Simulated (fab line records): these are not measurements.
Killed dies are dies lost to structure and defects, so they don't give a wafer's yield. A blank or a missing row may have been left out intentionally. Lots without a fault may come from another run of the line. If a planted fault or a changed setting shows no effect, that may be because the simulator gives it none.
Matching of chambers -- flow gf180mcu -- 3 sister chambers for GF_PASSIVATION_CVD_00 on pecvd-01
The step deposits SiO2 from TEOS, target thk 1000 nm, time 111.95 s. 3 wafers are shown with their chamber, then 8 later ones without.

== EACH WAFER AND ITS CHAMBER ==
wafer,chamber,heater power w (W)
L087.6,1,835
L091.3,2,684
L092.1,0,621

== WAFERS WITHOUT THEIR CHAMBER ==
wafer,heater power w (W)
L092.2,716
L092.5,782
L093.1,719
L093.2,574
L093.6,813
L097.4,622
L097.5,836
L097.6,565

== CHAMBER TAKEN BY EACH ==
wafer,from the rows above,in truth
L092.2,can't be placed: 2 or 0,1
L092.5,can't be placed: 1 or 2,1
L093.1,can't be placed: 2 or 0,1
L093.2,can't be placed: 0 or 2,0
L093.6,1,1
L097.4,can't be placed: 0 or 2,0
L097.5,1,1
L097.6,can't be placed: 0 or 2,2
Correct placement for 2 of the 8. Cannot be placed on the basis of these rows: 6; the candidates contain the true chamber in 4. Placed wrongly: 0.
How it was worked out, from the rows above alone: a wafer's distance from a chamber is the root of the sum, over the readings, of the square of ((its reading less the chamber's mean) divided by the reading's scatter). If the next closest chamber is less than 2 further off than the closest, the wafer can't be placed; otherwise it belongs to the closest. Each chamber's mean is taken over the wafers shown for it. The scatter: with one shown wafer a chamber, the root of the mean of the squares of how far each hidden wafer lies from its nearest shown one.
